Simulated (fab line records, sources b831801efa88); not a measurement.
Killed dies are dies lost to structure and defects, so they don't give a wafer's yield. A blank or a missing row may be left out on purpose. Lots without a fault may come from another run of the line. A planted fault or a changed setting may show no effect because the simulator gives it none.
Chamber matching | flow gf180mcu | GF_V5_CMP_04 on cmp-02: 4 sister chambers
The step polishes SiO2. 24 wafers are shown with their chamber, then 12 later ones without.

WAFERS WITH THEIR CHAMBER
wafer  | chamber | motor_current_A (A)
L074.2 | 3       | 13.9
L074.3 | 0       | 11.5
L074.4 | 2       | 11.8
L078.2 | 0       | 11.8
L078.3 | 2       | 11.9
L078.6 | 1       | 10.7
L082.2 | 3       | 14.2
L082.3 | 2       | 12.2
L082.6 | 3       | 13.6
L083.1 | 2       | 12.1
L083.3 | 0       | 11.9
L083.6 | 2       | 12.2
L085.3 | 2       | 11.9
L085.5 | 2       | 12.1
L085.6 | 3       | 14.4
L086.1 | 0       | 11.9
L086.2 | 2       | 11.8
L086.5 | 0       | 11.8
L087.3 | 2       | 12.4
L087.4 | 1       | 10.6
L087.5 | 3       | 12.9
L090.1 | 0       | 11.4
L090.4 | 3       | 14.3
L090.5 | 1       | 10.9

SIGNATURES (means of the wafers above)
reading         | chamber 0 | chamber 1 | chamber 2 | chamber 3 | scatter within a chamber
motor_current_A | 11.717    | 10.733    | 12.044    | 13.883    | 0.332
Rule: a wafer's distance from a chamber is the root of the sum, over the readings, of the square of ((its reading less the chamber's mean) divided by the reading's scatter). The wafer belongs to the nearest chamber; if the next one is less than 2 further off, it can't be placed. The scatter: the root of (the sum of the squares of (reading less its chamber's mean) over the shown wafers, divided by (wafers less chambers)).

WAFERS WITHOUT THEIR CHAMBER
wafer  | motor_current_A (A)
L093.1 | 11.7
L093.2 | 10.4
L093.6 | 14.0
L094.1 | 12.1
L094.2 | 12.3
L094.6 | 10.5
L095.1 | 11.8
L095.2 | 10.3
L095.3 | 11.4
L097.1 | 11.4
L097.3 | 13.8
L097.4 | 10.2

WHICH CHAMBER EACH WENT THROUGH
wafer  | from the rows above          | in truth
L093.1 | can't be placed: 0 or 2      | 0
L093.2 | 1                            | 1
L093.6 | 3                            | 3
L094.1 | can't be placed: 2 or 0      | 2
L094.2 | can't be placed: 2 or 0      | 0
L094.6 | 1                            | 1
L095.1 | can't be placed: 0 or 2      | 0
L095.2 | 1                            | 1
L095.3 | can't be placed: 0 or 2 or 1 | 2
L097.1 | can't be placed: 0 or 2 or 1 | 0
L097.3 | 3                            | 3
L097.4 | 1                            | 1
Placed correctly: 6 of 12. Can't be placed from these rows: 6 (the true chamber is among the candidates in 6). Placed wrongly: 0.
